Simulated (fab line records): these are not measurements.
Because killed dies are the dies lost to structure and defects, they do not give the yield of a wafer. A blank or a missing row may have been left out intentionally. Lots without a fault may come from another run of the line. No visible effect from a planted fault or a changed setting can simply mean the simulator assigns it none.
One fault through the eyes of 2 desks || flow sky130 || only its own numbers are on each desk; what lay behind them is given at the end

== DESK OF THE TOOL OWNER: pvd_sputter-03 ==
The tool's own readings at SKY_METAL5_SPUTTER_00 (material Ti, target thk 15 nm, time 10 s): means of the sampled wafers that have a number, for each lot that ran on this tool. Marked OUT: a lot whose mean sits more than 4 standard deviations from the usual mean, which makes it out of limits; the brackets give that distance.
Columns: A = chamber_pressure_pa at SKY_METAL5_SPUTTER_00, usual 0.4000 Pa; B = throttle_valve_pct at SKY_METAL5_SPUTTER_00, usual 30.0 %
{"lot": "L259", "first seen here": "day 45 15:52", "A": 0.4006, "B": 30.6}
{"lot": "L260", "first seen here": "day 45 22:58", "A": 0.4008, "B": 31.0}
{"lot": "L263", "first seen here": "day 46 11:23", "A": 0.4008, "B": 31.7}
This desk's verdict: no lot among the 3 shows anything out of limits.

== THE METROLOGY DESK ==
Means of the sampled wafers that have a number, per lot and without regard to the tool the lot ran on: this is what the gauges read. Marked OUT: a lot whose mean sits more than 4 standard deviations from the usual mean, which makes it out of limits; the brackets give that distance.
Columns: A = VIA4_OVL at SKY_VIA4_OVL_MEAS_11, usual 0.4 nm; B = VIA4_W_RS at SKY_VIA4_RS_MEAS_19, usual 0.227 ohm/sq; C = VIA4_W_THK at SKY_VIA4_THK_MEAS_20, usual 513 nm
{"lot": "L253", "first seen here": "day 43 21:20", "A": -0.2, "B": 0.224, "C": 522}
{"lot": "L259", "first seen here": "day 45 14:28", "A": 1.1, "B": 0.225, "C": 523}
{"lot": "L260", "first seen here": "day 45 21:34", "A": 2.0, "B": 0.231, "C": 494}
{"lot": "L262", "first seen here": "day 46 06:55", "A": -0.6, "B": 0.228, "C": 512}
{"lot": "L263", "first seen here": "day 46 09:49", "A": 0.4, "B": 0.224, "C": 524}
{"lot": "L272", "first seen here": "day 48 02:46", "A": 0.4, "B": 0.228, "C": 505}
This desk's verdict: no lot among the 6 shows anything out of limits.

== PUT TOGETHER ==
The tool owner's desk saw nothing out of limits.
Metrology desk: nothing out of limits seen.

== WHAT WAS PUT IN BY THE SIMULATOR ==
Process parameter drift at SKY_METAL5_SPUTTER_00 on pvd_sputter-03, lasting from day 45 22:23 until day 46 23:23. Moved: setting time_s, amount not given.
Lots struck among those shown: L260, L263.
